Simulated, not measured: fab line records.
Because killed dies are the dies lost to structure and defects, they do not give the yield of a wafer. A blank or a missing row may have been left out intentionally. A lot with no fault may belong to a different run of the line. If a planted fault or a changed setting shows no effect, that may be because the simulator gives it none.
fab line records	flow sky130
record: lots: 6	wafers: 18	last_day: 50
route steps=708 shown SD_N@356 SD_P@359 RES_XHIGH@360 SALICIDE@361 LI_CONTACT@362 PAD_OPEN@708
lots untouched by any fault: they come from a run of this same line in which no faults occurred
start_h: start of the lot's first displayed wafer, in hours after the record's first day	wait_h: hours elapsed since this lot's preceding step	" repeats the value in the row above	L1.1+2: one row covering several wafers at once	- no value, or no start given	* or withheld: withheld	< > ~ a bound
route shown NAME@n: names a module that has steps shown in the file, with the first one's number in the route	usual: the fault-free wafers' mean and standard deviation	same: alike in all rows	chamber/n: place in a boat	sites: each site's reading	_std_site: their standard deviation	_edge_site: outer sites' mean less inner sites'	radius_mm: how far each site lies from the wafer's centre	mask NAME#n: copy n	behind: the tool/chamber that last shaped the wafer	hold: why the lot went on hold/how many hours it stayed there/how the hold came to an end	device: transistor that didn't switch, given as n, p or np	end of line: at the end of the route, the tests of the same wafers	for a step that has no rows: nothing shown but its recipe	killed: count of dies lost to structure and defects at first sort (not the wafer's yield)	map: a wafer's dies, marking killed ones x, the rest . and places with no die _
set.NAME: setting as actually run; set.NAME@STEP: the setting as run at that earlier step	model.NAME: the simulator's own value behind a step, which no gauge read
certain route steps with their lots: each step a table, each wafer a row
services: when a tool's chamber went out of use (start_h, in hours from the record's first day, below 0 if earlier), for how many hours, and the reason
== steps ==
step: SKY_SD_N_RTA_14
recipe: temp_c: 1075	time_s: 2	idle_temp_c: 650	ramp_up_c_per_s: 150	ramp_down_c_per_s: 90	ambient: N2
usual: lamp_power_pct: 15.73/0.054	wafer_temp_C_max: 1078.1/1.3
lot.wafer	tool	chamber	start_h	wait_h	lamp_power_pct	wafer_temp_C_max
L747.1	rtp_anneal-01	0	654.21	0.0	15.78	1078.3
L747.4	"	0	"	"	15.72	1078.3
L747.5	"	0	"	"	15.80	1078.8
L750.1	rtp_anneal-02	0	691.34	0.0	15.77	1081.0
L750.4	"	0	"	"	15.67	1077.9
L750.5	"	0	"	"	15.71	1076.6
L757.1	rtp_anneal-01	0	753.98	0.0	15.71	1077.7
L757.3	"	0	"	"	15.62	1078.7
L757.5	"	0	"	"	15.72	1077.4
L758.1	rtp_anneal-01	0	760.14	0.0	15.77	1077.7
L758.2	"	0	"	"	15.65	1076.7
L758.5	"	0	"	"	15.73	1076.0
L760.1	rtp_anneal-02	0	771.03	0.0	15.80	1078.6
L760.3	"	0	"	"	15.83	1077.4
L760.6	"	0	"	"	15.63	1080.5
L766.1	rtp_anneal-02	0	806.86	0.0	15.88	1077.9
L766.2	"	0	"	"	15.80	1078.0
L766.3	"	0	"	"	15.77	1075.7
step: SKY_SD_N_RS_MEAS_16
recipe: thk_meas_gauge: four-point-probe
usual: SD_N_RS: 68.49/0.11
lot.wafer	tool	chamber	start_h	wait_h	SD_N_RS[ohm/sq]
L747.1	film_metro-02	-	654.38	0.1	68.34
L747.4	"	-	"	"	68.51
L747.5	"	-	"	"	68.47
L750.1	film_metro-02	-	691.51	0.1	68.48
L750.4	"	-	"	"	68.48
L750.5	"	-	"	"	68.57
L757.1	film_metro-03	-	754.16	0.1	68.32
L757.3	"	-	"	"	68.54
L757.5	"	-	"	"	68.48
L758.1	film_metro-04	-	760.31	0.1	68.44
L758.2	"	-	"	"	68.44
L758.5	"	-	"	"	68.41
L760.1	film_metro-03	-	771.21	0.1	68.58
L760.3	"	-	"	"	68.47
L760.6	"	-	"	"	68.33
L766.1	film_metro-04	-	807.03	0.1	68.51
L766.2	"	-	"	"	68.54
L766.3	"	-	"	"	68.51
step: SKY_SD_N_RS_MEAS_17
recipe: thk_meas_gauge: four-point-probe
usual: SD_P_RS: 146.9/0.4
lot.wafer	tool	chamber	start_h	wait_h	SD_P_RS[ohm/sq]
L747.1	film_metro-02	-	654.50	0.1	146.8
L747.4	"	-	"	"	146.6
L747.5	"	-	"	"	147.0
L750.1	film_metro-02	-	691.63	0.1	146.8
L750.4	"	-	"	"	146.4
L750.5	"	-	"	"	147.4
L757.1	film_metro-03	-	754.28	0.1	147.3
L757.3	"	-	"	"	147.6
L757.5	"	-	"	"	147.5
L758.1	film_metro-04	-	760.43	0.1	146.3
L758.2	"	-	"	"	146.2
L758.5	"	-	"	"	146.4
L760.1	film_metro-03	-	771.33	0.1	147.0
L760.3	"	-	"	"	146.9
L760.6	"	-	"	"	147.1
L766.1	film_metro-04	-	807.15	0.1	146.9
L766.2	"	-	"	"	146.7
L766.3	"	-	"	"	146.5
step: SKY_SD_N_RS_MEAS_18
recipe: thk_meas_gauge: four-point-probe
usual: RES_XHIGH_RS: 332.9/1.2
lot.wafer	tool	chamber	start_h	wait_h	RES_XHIGH_RS[ohm/sq]
L747.1	film_metro-02	-	654.62	0.1	331.2
L747.4	"	-	"	"	331.1
L747.5	"	-	"	"	331.0
L750.1	film_metro-02	-	691.75	0.1	332.5
L750.4	"	-	"	"	334.7
L750.5	"	-	"	"	332.4
L757.1	film_metro-03	-	754.40	0.1	333.2
L757.3	"	-	"	"	334.1
L757.5	"	-	"	"	333.3
L758.1	film_metro-04	-	760.55	0.1	331.9
L758.2	"	-	"	"	332.4
L758.5	"	-	"	"	332.3
L760.1	film_metro-03	-	771.45	0.1	333.5
L760.3	"	-	"	"	332.0
L760.6	"	-	"	"	334.3
L766.1	film_metro-04	-	807.27	0.1	332.3
L766.2	"	-	"	"	332.3
L766.3	"	-	"	"	333.3
step: SKY_SALICIDE_CLEAN_00
recipe: chemistry: HF-last	time_s: 30	dilution: 100:1	dry: ipa_marangoni
step: SKY_LI_CONTACT_HDPCVD_00
recipe: material: PSG	target_thk_nm: 930	sigma_open_frac: 0.3	time_s: 155	temp_c: 600	sih4_flow_sccm: 60	pressure_mtorr: 6
step: SKY_LI_CONTACT_THK_MEAS_01
recipe: reads: PSG_of_LI_CONTACT_HDPCVD_00
usual: LI_CONTACT_HDPCVD_THK: 932/9.5
lot.wafer	tool	chamber	start_h	wait_h	LI_CONTACT_HDPCVD_THK[nm]
L747.1	film_metro-03	-	654.86	0.1	933
L747.4	"	-	"	"	942
L747.5	"	-	"	"	935
L750.1	film_metro-03	-	691.99	0.1	944
L750.4	"	-	"	"	947
L750.5	"	-	"	"	948
L757.1	film_metro-02	-	754.64	0.1	928
L757.3	"	-	"	"	922
L757.5	"	-	"	"	924
L758.1	film_metro-02	-	760.79	0.1	923
L758.2	"	-	"	"	931
L758.5	"	-	"	"	942
L760.1	film_metro-04	-	771.69	0.1	921
L760.3	"	-	"	"	919
L760.6	"	-	"	"	921
L766.1	film_metro-04	-	807.51	0.1	932
L766.2	"	-	"	"	910
L766.3	"	-	"	"	935
step: SKY_LI_CONTACT_CMP_02
recipe: material: PSG	down_force_psi: 4	platen_rpm: 60	pad_velocity_m_s: 0.94248
usual: motor_current_A: 11.9/1	time_to_endpoint_s: 32.9/2.8
lot.wafer	tool	chamber	start_h	wait_h	motor_current_A	time_to_endpoint_s
L747.1	cmp-02	3	654.92	0.1	11.6	36.9
L747.4	"	0	"	"	11.0	33.3
L747.5	"	3	"	"	11.9	33.9
L750.4	cmp-01	0	692.10	0.1	13.2	33.5
L750.1	"	2	"	"	13.1	29.7
L750.5	"	3	"	"	12.0	33.0
L757.1	cmp-02	3	754.70	0.1	11.3	35.4
L757.3	"	2	"	"	12.1	28.2
L757.5	"	0	"	"	10.6	33.6
L758.1	cmp-02	3	760.85	0.1	11.9	32.5
L758.2	"	0	"	"	11.0	32.1
L758.5	"	0	"	"	10.7	35.1
L760.1	cmp-02	1	771.75	0.1	12.2	33.1
L760.3	"	2	"	"	11.4	29.2
L760.6	"	2	"	"	11.1	26.9
L766.1	cmp-01	2	807.62	0.1	13.2	26.5
L766.3	"	3	"	"	11.4	30.6
L766.2	"	0	"	"	13.5	32.6
step: SKY_LI_CONTACT_BOW_MEAS_03
recipe: mode: bow
usual: LI_CONTACT_BOW: 55/6.9
lot.wafer	tool	chamber	start_h	wait_h	LI_CONTACT_BOW[um]
L747.1	film_metro-04	-	655.22	0.2	61
L747.4	"	-	"	"	50
L747.5	"	-	"	"	45
L750.1	film_metro-03	-	692.35	0.1	56
L750.4	"	-	"	"	49
L750.5	"	-	"	"	59
L757.1	film_metro-03	-	755.01	0.3	62
L757.3	"	-	"	"	57
L757.5	"	-	"	"	60
L758.1	film_metro-04	-	761.15	0.2	50
L758.2	"	-	"	"	52
L758.5	"	-	"	"	53
L760.1	film_metro-03	-	772.05	0.2	54
L760.3	"	-	"	"	59
L760.6	"	-	"	"	50
L766.1	film_metro-04	-	807.87	0.2	48
L766.2	"	-	"	"	50
L766.3	"	-	"	"	55
step: SKY_LI_CONTACT_DEHYDRATE_04
recipe: temp_c: 200	time_s: 60
step: SKY_LI_CONTACT_HMDS_05
recipe: prime_time_s: 60	prime_temp_c: 120
step: SKY_LI_CONTACT_COAT_06
recipe: resist: BARC	temp_c: withheld	time_s: withheld	spin_rpm: 3000	resist_thk_nm: 60
usual: chill_plate_temp_C: *
lot.wafer	tool	chamber	start_h	wait_h	chill_plate_temp_C
L747.1	litho_track-01	0	669.49	0.1	*
L747.4	"	0	"	"	*
L747.5	"	0	"	"	*
L750.1	litho_track-03	0	706.37	0.1	*
L750.4	"	0	"	"	*
L750.5	"	0	"	"	*
L757.1	litho_track-03	0	768.52	0.1	*
L757.3	"	0	"	"	*
L757.5	"	0	"	"	*
L758.1	litho_track-01	0	774.34	0.1	*
L758.2	"	0	"	"	*
L758.5	"	0	"	"	*
L760.1	litho_track-01	0	785.39	0.1	*
L760.3	"	0	"	"	*
L760.6	"	0	"	"	*
L766.1	litho_track-03	0	820.87	0.1	*
L766.2	"	0	"	"	*
L766.3	"	0	"	"	*
step: SKY_LI_CONTACT_COAT_07
recipe: resist: KrF-thick	spin_rpm: 3000	resist_thk_nm: 450
step: SKY_LI_CONTACT_SOFTBAKE_08
recipe: temp_c: 100	time_s: 90	resist: KrF-thick
step: SKY_LI_CONTACT_EXPOSE_09
recipe: mask_id: LICM1	na: 0.8	source_shape: annular	sigma_inner: 0.55	sigma_outer: 0.85	target_cd_nm: 170	dose_mj: 38
step: SKY_LI_CONTACT_PEB_10
recipe: peb_temp_c: withheld	peb_time_s: withheld	resist: KrF-thick
step: SKY_LI_CONTACT_DEVELOP_11
recipe: develop_time_s: 60	resist: KrF-thick	dev_temp_c: 21
step: SKY_LI_CONTACT_CD_MEAS_12
recipe: target_cd_nm: 170
usual: cd_nm: 170.1/1.6
lot.wafer	tool	chamber	start_h	wait_h	cd_nm
L747.1	cd_sem-01	-	683.60	-	168.3
L747.4	"	-	"	"	169.0
L747.5	"	-	"	"	169.1
L750.1	cd_sem-02	-	720.34	-	170.9
L750.4	"	-	"	"	172.3
L750.5	"	-	"	"	173.6
L757.1	cd_sem-01	-	782.02	-	171.3
L757.3	"	-	"	"	171.2
L757.5	"	-	"	"	172.0
L758.1	cd_sem-02	-	787.99	-	169.7
L758.2	"	-	"	"	170.1
L758.5	"	-	"	"	169.7
L760.1	cd_sem-02	-	798.69	-	170.6
L760.3	"	-	"	"	169.9
L760.6	"	-	"	"	171.0
L766.1	cd_sem-02	-	834.64	-	170.3
L766.2	"	-	"	"	170.3
L766.3	"	-	"	"	168.9
step: SKY_LI_CONTACT_OVL_MEAS_13
usual: LI_CONTACT_OVL: -7/6.4
lot.wafer	tool	chamber	start_h	wait_h	LI_CONTACT_OVL[nm]
L747.1	overlay-02	-	683.72	0.1	4
L747.4	"	-	"	"	5
L747.5	"	-	"	"	4
L750.1	overlay-02	-	720.46	0.1	-5
L750.4	"	-	"	"	-11
L750.5	"	-	"	"	-6
L757.1	overlay-02	-	782.14	0.1	-8
L757.3	"	-	"	"	-9
L757.5	"	-	"	"	-5
L758.1	overlay-01	-	788.11	0.1	-12
L758.2	"	-	"	"	2
L758.5	"	-	"	"	-22
L760.1	overlay-02	-	798.81	0.1	-8
L760.3	"	-	"	"	-6
L760.6	"	-	"	"	-8
L766.1	overlay-02	-	834.76	0.1	-14
L766.2	"	-	"	"	-8
L766.3	"	-	"	"	-19
step: SKY_LI_CONTACT_ETCH_14
recipe: chemistry: N2/H2	target: BARC	ion_energy_ev: 200	source_w: 500	bias_w: 100	pressure_mtorr: 30	n2_flow_sccm: 100	h2_flow_sccm: 200	stop_on: SiO2	time_s: 45.9	target_depth_a: 600
usual: drypump_motor_current_A: 5.6/0.44	oes_product_au: 0.855/0.0046	throttle_valve_pct: 13.224/0.0092
lot.wafer	tool	chamber	start_h	wait_h	drypump_motor_current_A	oes_product_au	rf_hours_counter_h	throttle_valve_pct	model.etch.depth_nm
L747.1	rie_diel-02	3	683.75	0.0	5.3	0.848	33	13.224	60.29
L747.4	"	1	"	"	6.1	0.854	13	13.228	60.15
L747.5	"	1	"	"	6.1	0.856	-	13.216	60.15
L750.1	rie_diel-04	1	720.50	0.0	6.1	0.858	6	13.213	60
L750.4	"	0	"	"	5.3	0.854	6	13.227	59.9
L750.5	"	2	"	"	5.7	0.859	-	13.220	60.11
L757.1	rie_diel-02	1	782.18	0.0	6.1	0.855	16	13.217	60.18
L757.3	"	0	"	"	5.1	0.862	3	13.218	60.14
L757.5	"	2	"	"	5.1	0.857	-	13.216	60.1
L758.1	rie_diel-02	1	788.15	0.0	6.1	0.884	16	13.213	64.67
L758.2	"	2	"	"	5.1	0.894	5	13.218	64.61
L758.5	"	0	"	"	5.1	0.888	-	13.231	64.55
L760.1	rie_diel-04	2	798.85	0.0	5.6	0.896	10	13.213	64.66
L760.3	"	3	"	"	5.5	0.888	4	13.229	64.5
L760.6	"	3	"	"	5.5	0.892	-	13.213	64.72
L766.1	rie_diel-01	1	834.80	0.0	6.2	0.865	14	13.233	60.22
L766.2	"	0	"	"	6.1	0.858	10	13.224	60.21
L766.3	"	3	"	"	5.1	0.861	6	13.223	60.04
step: SKY_LI_CONTACT_ETCH_15
recipe: target: PSG	chemistry: C4F8/O2/Ar	stop_on: Si	taper_deg: 4.15	mask_material: KrF-thick	source_w: 1500	bias_w: 1200	pressure_mtorr: 40	c4f8_flow_sccm: withheld	O2_flow_sccm: 6	Ar_flow_sccm: 300	time_s: withheld	target_depth_a: 6000
usual: oes_product_au: 0.837/0.0043
lot.wafer	tool	chamber	start_h	wait_h	oes_product_au
L747.1	rie_diel-02	3	683.80	0.0	0.834
L747.4	"	1	"	"	0.838
L747.5	"	1	"	"	0.839
L750.1	rie_diel-04	1	720.54	0.0	0.832
L750.4	"	0	"	"	0.840
L750.5	"	2	"	"	0.834
L757.1	rie_diel-02	1	782.22	0.0	0.851
L757.3	"	0	"	"	0.836
L757.5	"	2	"	"	0.836
L758.1	rie_diel-02	1	788.19	0.0	0.837
L758.2	"	2	"	"	0.834
L758.5	"	0	"	"	0.840
L760.1	rie_diel-04	2	798.89	0.0	0.835
L760.3	"	3	"	"	0.829
L760.6	"	3	"	"	0.840
L766.1	rie_diel-01	1	834.84	0.0	0.841
L766.2	"	0	"	"	0.837
L766.3	"	3	"	"	0.843
step: SKY_PAD_OPEN_PROBE_99
usual: killed_at_M0_to_M3: 46/6.7	killed_at_M4_up: 3.3/2	killed_at_contacts: 24/5.4	killed_at_front_end: 15/4.3	killed_at_other: 0.4/0.64	killed_dies: 89/9.1	killed_on_rim: 17/3.7	killed_open: 48/7.2	killed_short: 40/6.3
same: gross_dies: 492	killed_at_back_side: 0
lot.wafer	tool	chamber	start_h	wait_h	killed_at_M0_to_M3	killed_at_M4_up	killed_at_contacts	killed_at_front_end	killed_at_other	killed_dies	killed_on_rim	killed_open	killed_short
L747.1	prober-01	-	1086.23	0.1	44	8	23	14	0	89	20	40	49
L747.4	prober-01	-	1086.38	0.2	51	4	20	15	1	91	20	52	39
L747.5	prober-01	-	1086.43	0.2	44	3	34	13	0	94	18	59	35
L760.1	prober-01	-	1167.22	0.1	36	1	20	13	0	70	13	41	29
L760.3	prober-01	-	1167.32	0.2	49	3	10	24	0	86	17	42	43
L760.6	prober-01	-	1167.47	0.2	44	5	24	15	0	88	12	43	45
killed by level:class
L747.1 CONTACT:geometric_particle:open=9 METAL1:geometric_particle:short=9 VIA3:geometric_particle:open=8 VIA1:geometric_particle:open=7 METAL4:geometric_particle:short=7 LI_CONTACT:geometric_particle:open=6 POLY_GATE:geometric_particle:short=5 VIA2:geometric_particle:open=5
L747.4 VIA1:geometric_particle:open=11 LI_CONTACT:geometric_particle:open=9 VIA2:geometric_particle:open=9 METAL2:geometric_particle:short=8 CONTACT:geometric_particle:open=6 VIA3:geometric_particle:open=6 FIELD_ISO:geometric_particle:open=5 VIA2:geometric_particle:short=5
L747.5 CONTACT:geometric_particle:open=17 VIA1:geometric_particle:open=9 LI_CONTACT:geometric_particle:open=7 VIA2:geometric_particle:open=7 VIA3:geometric_particle:open=7 VIA2:geometric_particle:short=5 CONTACT:geometric_particle:short=5 POLY_GATE:geometric_particle:short=4
L760.1 CONTACT:geometric_particle:open=10 VIA1:geometric_particle:open=9 VIA2:geometric_particle:open=6 VIA1:geometric_particle:short=4 LI_CONTACT:geometric_particle:open=4 LOCAL_INTERCONNECT:geometric_particle:short=4 FIELD_ISO:geometric_particle:short=3 FIELD_ISO:geometric_particle:open=3
L760.3 VIA1:geometric_particle:short=8 VIA2:geometric_particle:open=8 VIA1:geometric_particle:open=7 METAL2:geometric_particle:short=7 SPACER:geometric_particle:open=6 METAL1:geometric_particle:short=6 POLY_GATE:geometric_particle:short=4 POLY_GATE:geometric_particle:open=4
L760.6 CONTACT:geometric_particle:open=13 METAL3:geometric_particle:short=8 VIA2:geometric_particle:open=7 VIA1:geometric_particle:short=6 POLY_GATE:geometric_particle:short=5 VIA1:geometric_particle:open=5 METAL2:geometric_particle:short=4 CONTACT:geometric_particle:short=4
== services ==
tool	chamber	start_h	hours	kind
cmp-01	-	668.98	0.3	repair
rie_diel-01	0	676.67	6.6	repair
rie_diel-01	3	684.43	9.5	repair
rie_diel-04	0	698.06	1.8	repair
cmp-02	-	715.18	0.3	repair
rie_diel-01	1	728.51	5.6	repair
cmp-02	-	744.08	4.0	pm
cmp-02	-	748.08	-	consumable_replace:conditioner
cmp-02	-	748.08	-	consumable_replace:pad
cmp-02	-	748.08	4.9	pm
rie_diel-01	-	758.15	14.6	pm
rie_diel-02	3	775.90	12.9	repair
rie_diel-02	3	788.80	-	clean
rie_diel-02	3	788.80	18.6	scheduled_down
rie_diel-02	3	788.80	18.6	vent_cycle
cmp-02	-	814.68	1.3	repair
rie_diel-01	2	814.95	5.2	repair
== key ==
first_sign: step: SKY_LI_CONTACT_ETCH_14	reading: oes_product_au	direction: up	sigmas: 7.7	usual: 0.855	struck: 0.891
effect none on later readings
model_effect: step: SKY_LI_CONTACT_ETCH_14	value: etch.depth_nm	without: 60.05	struck: 64.62
met_at SKY_LI_CONTACT_COAT_06
struck_wafers L758.1,L758.2,L758.5,L760.1,L760.3,L760.6
tester_left_out L758,L760
onset_between 669.49 774.34
also_fits SKY_LI_CONTACT_CMP_02:cmp-02
fault: kind: process_parameter_drift	tool: litho_track-01	chamber: -	onset_h: 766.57	steps: SKY_LI_CONTACT_COAT_06	channel: resist_thk_nm	offset: 4.5699	shape: step	end_h: 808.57	acts_in: these_recipes_only	stated: 60
tester_left_out: of these lots the tester's yield and bins aren't shown, on N5 and GAA mostly nor the transistor test; their killed dies are dies lost to structure and defects alone, not to doping, threshold or leakage, so they don't give the yield
